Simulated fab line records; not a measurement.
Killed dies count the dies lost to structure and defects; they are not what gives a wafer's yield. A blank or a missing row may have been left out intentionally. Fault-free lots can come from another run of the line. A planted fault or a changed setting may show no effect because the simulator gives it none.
Struck lot and sound lot, side by side	flow sky130	16 out of 708 route steps
Sound: wafers L680.1, L680.4, L680.6. The struck wafers were L692.1, L692.3, L692.6. The cause is named last.
Each step with rows lists, per side, the tool, then ch with its chambers, then its first start. Under that, the readings that differ: sound wafers	struck wafers	difference of the means	sigmas: that difference in standard deviations of wafers without a fault.
alike: a reading whose means differ by less than 2 such deviations, as well as words and numbers matching on both sides. not compared: withheld readings; readings where some wafer has no value; bounds like >300 that might hide an equal value; numbers whose values overlap and for which the record gives no deviation.
Wherever a step has rows on one side only, a row that says differs or no value, or a row with sigmas, the two part there. Non-overlapping numbers with no deviation appear without sigmas and do not part them. A reading missing from all wafers of one side parts the sides only when that side holds two or more wafers.

SKY_VT_ADJUST_HVTP_OVL_MEAS_08:
  sound on overlay-01 at day 6 10:09; struck on overlay-01 at day 9 13:46
reading	sound	struck	difference	sigmas
VT_ADJUST_HVTP_OVL (nm)	-2.8 -4.3 -3.8	0.0 0.5 1.0	+4.1	+3
next, for these wafers, 1 step has no rows: SKY_VT_ADJUST_HVTP_IMPLANT_09.
SKY_VT_ADJUST_HVTP_STRIP_10: strips in O2/N2.
  sound on plasma_asher-01 ch 0,1, day 6 10:20; struck on plasma_asher-03 ch 0,1, day 9 13:56
  alike: drypump_motor_current_A, oes_product_au, strip_time_to_endpoint_s
  not compared: rf_hours_counter_h
SKY_VT_ADJUST_HVTP_TW_MEAS_11:
  sound on film_metro-04 at day 6 10:26; struck on film_metro-04 at day 9 14:02
  alike: VT_ADJUST_HVTP_TW
then, 7 steps without rows for these wafers: SKY_VT_ADJUST_LVTN_DEHYDRATE_00 (time 60 s); SKY_VT_ADJUST_LVTN_HMDS_01 (prime time 60 s); SKY_VT_ADJUST_LVTN_COAT_02 (resist thk 3000 nm); SKY_VT_ADJUST_LVTN_SOFTBAKE_03; SKY_VT_ADJUST_LVTN_EXPOSE_04 (exposes mask NWM COMPLEMENT LESS NATIVE, target cd 840 nm); SKY_VT_ADJUST_LVTN_PEB_05; SKY_VT_ADJUST_LVTN_DEVELOP_06 (develop time 60 s).
SKY_VT_ADJUST_LVTN_OVL_MEAS_07:
  sound on overlay-02 at day 7 05:37; struck on overlay-01 at day 10 11:16
  alike: VT_ADJUST_LVTN_OVL
SKY_VT_ADJUST_LVTN_IMPLANT_08:
  sound on implanter-01 ch 0, day 7 05:39; struck on implanter-04 ch 0, day 10 11:19
reading	sound	struck	difference	sigmas
dose_ions_cm2	1.5699e+12 1.5716e+12 1.5699e+12	9.089e+11 9.064e+11 9.055e+11	-6.635e+11	-99 or more
faraday_current_uA	9.18 8.81 8.67	5.25 5.01 5.20	-3.73	-21
SKY_VT_ADJUST_LVTN_STRIP_09: strips in O2/N2.
  sound on plasma_asher-02 ch 0, day 7 05:48; struck on plasma_asher-04 ch 0,1, day 10 11:28
reading	sound	struck	difference	sigmas
drypump_motor_current_A (A)	6.2 6.2 6.2	5.8 5.3 5.3	-0.7	-2
  alike: oes_product_au, strip_time_to_endpoint_s
  not compared: rf_hours_counter_h
SKY_VT_ADJUST_LVTN_TW_MEAS_10:
  sound on film_metro-01 at day 7 05:54; struck on film_metro-03 at day 10 11:47
reading	sound	struck	difference	sigmas
VT_ADJUST_LVTN_TW	243.7 242.3 244.6	206.8 207.1 207.3	-36.5	-39
  not compared: hold
-- a jump in the record: the struck wafers' starts before and after are 38 days apart (it breaks off in module VT_ADJUST_LVTN and resumes in module PAD_OPEN, where the first step shown is number 708 of the route) --
SKY_PAD_OPEN_PROBE_99:
  sound on prober-02 at day 45 23:26; struck on prober-02 at day 48 22:48
reading	sound	struck	difference	sigmas
model.etest.nfet_01v8_lvt.drive_ua_um	553.3 575 564.1	578.6 578.7 576.8	+13.9	
model.etest.nfet_01v8_lvt.vt_sat_v (V)	0.5498 0.5359 0.5389	0.511 0.517 0.5233	-0.024	
  alike: killed_at_M0_to_M3, killed_at_M4_up, killed_at_contacts, killed_at_front_end, killed_at_other, killed_dies, killed_open, killed_short
  not compared: model.etest.nfet_01v8_lvt.vt_v, model.etest.nfet_01v8_turned.vt_sat_v, model.etest.nfet_01v8.vt_sat_v, model.etest.nfet_01v8_swapped.vt_sat_v, model.etest.nfet_01v8_lvt.vt_long_v, model.etest.nfet_01v8_turned.vt_v

WHERE THEY PART
Earliest at SKY_VT_ADJUST_HVTP_OVL_MEAS_08; latest, in this record, at SKY_VT_ADJUST_LVTN_TW_MEAS_10. Later steps at which nothing parts them and some readings are alike: SKY_PAD_OPEN_PROBE_99.

WHY: what the simulator had put in
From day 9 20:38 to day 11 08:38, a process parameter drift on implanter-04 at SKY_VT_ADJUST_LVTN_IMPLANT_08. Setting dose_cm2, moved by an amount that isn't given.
